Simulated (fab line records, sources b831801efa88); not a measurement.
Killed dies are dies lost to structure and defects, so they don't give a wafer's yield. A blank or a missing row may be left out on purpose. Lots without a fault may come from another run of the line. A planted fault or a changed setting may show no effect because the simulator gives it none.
Chamber matching | flow gf180mcu | GF_CONTACT_CMP_04 on cmp-01: 4 sister chambers
The step polishes SiO2. 8 wafers are shown with their chamber, then 8 later ones without.

WAFERS WITH THEIR CHAMBER
wafer  | chamber | motor_current_A (A) | retaining_ring_pressure_frac
L929.1 | 0       | 13.7                | 1.000
L931.1 | 3       | 13.9                | 1.005
L931.2 | 1       | 11.3                | 1.002
L931.3 | 0       | 13.7                | 1.007
L937.1 | 2       | 11.2                | 0.995
L937.3 | 1       | 10.7                | 0.999
L937.5 | 3       | 13.8                | 1.001
L944.2 | 2       | 12.1                | 0.998

WAFERS WITHOUT THEIR CHAMBER
wafer  | motor_current_A (A) | retaining_ring_pressure_frac
L944.5 | 10.9                | 1.009
L944.6 | 14.2                | 1.000
L945.1 | 11.2                | 1.011
L945.4 | 13.3                | 0.995
L945.6 | 13.5                | 1.003
L949.2 | 13.4                | 0.999
L949.3 | 11.6                | 1.006
L949.6 | 11.5                | 1.005

WHICH CHAMBER EACH WENT THROUGH
wafer  | from the rows above          | in truth
L944.5 | can't be placed: 1 or 2      | 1
L944.6 | can't be placed: 3 or 0      | 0
L945.1 | can't be placed: 1 or 2      | 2
L945.4 | can't be placed: 0 or 3 or 2 | 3
L945.6 | can't be placed: 0 or 3      | 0
L949.2 | can't be placed: 0 or 3      | 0
L949.3 | can't be placed: 1 or 2      | 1
L949.6 | can't be placed: 1 or 2      | 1
Placed correctly: 0 of 8. Can't be placed from these rows: 8 (the true chamber is among the candidates in 8). Placed wrongly: 0.
How it was worked out, from the rows above alone: a wafer's distance from a chamber is the root of the sum, over the readings, of the square of ((its reading less the chamber's mean) divided by the reading's scatter). The wafer belongs to the nearest chamber; if the next one is less than 2 further off, it can't be placed. A chamber's mean is the mean of its shown wafers. The scatter: the root of (the sum of the squares of (reading less its chamber's mean) over the shown wafers, divided by (wafers less chambers)).
